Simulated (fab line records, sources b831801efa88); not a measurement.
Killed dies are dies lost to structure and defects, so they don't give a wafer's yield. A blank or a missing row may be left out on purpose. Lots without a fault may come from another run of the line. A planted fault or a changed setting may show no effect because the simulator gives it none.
One fault seen from 2 desks | flow sky130 | each desk has only its own numbers; what lay behind them comes last

THE TOOL OWNER'S DESK: wet_bench-02
The tool's own readings at SKY_METAL5_STRIP_17 (strips in post etch residue remover, time 1200 s): means of the sampled wafers that have a number, for each lot that ran on this tool. A lot is out of limits, marked OUT, if its mean lies more than 4 standard deviations from the usual mean; the brackets give that distance.
Columns: A = bath_guard_temp_C at SKY_METAL5_STRIP_17, usual 72.4 C; B = bath_heat_duty_pct at SKY_METAL5_STRIP_17, usual 15.0 %
lot  | first seen here | A    | B
L479 | day 44 23:29    | 72.2 | 15.5
This desk's finding: nothing out of limits on the one lot.

THE METROLOGY DESK
What the gauges read, lot by lot, whatever tool the lot ran on: means of the sampled wafers that have a number. A lot is out of limits, marked OUT, if its mean lies more than 4 standard deviations from the usual mean; the brackets give that distance.
Columns: A = METAL5_ALCU_RS at SKY_METAL5_RS_MEAS_05, usual 0.0269 ohm/sq; B = METAL5_ALCU_THK at SKY_METAL5_THK_MEAS_06, usual 1168 nm
lot  | first seen here | A      | B
L479 | day 44 00:50    | 0.0266 | 1189
L482 | day 44 19:01    | 0.0274 | 1133
L489 | day 46 17:16    | 0.0268 | 1183
L490 | day 47 01:58    | 0.0272 | 1145
L494 | day 47 18:16    | 0.0266 | 1184
L496 | day 48 06:31    | 0.0269 | 1168
This desk's finding: nothing out of limits on any of the 6 lots.

PUT TOGETHER
The tool owner's desk saw nothing out of limits.
The metrology desk saw nothing out of limits.

WHAT THE SIMULATOR HAD PUT IN
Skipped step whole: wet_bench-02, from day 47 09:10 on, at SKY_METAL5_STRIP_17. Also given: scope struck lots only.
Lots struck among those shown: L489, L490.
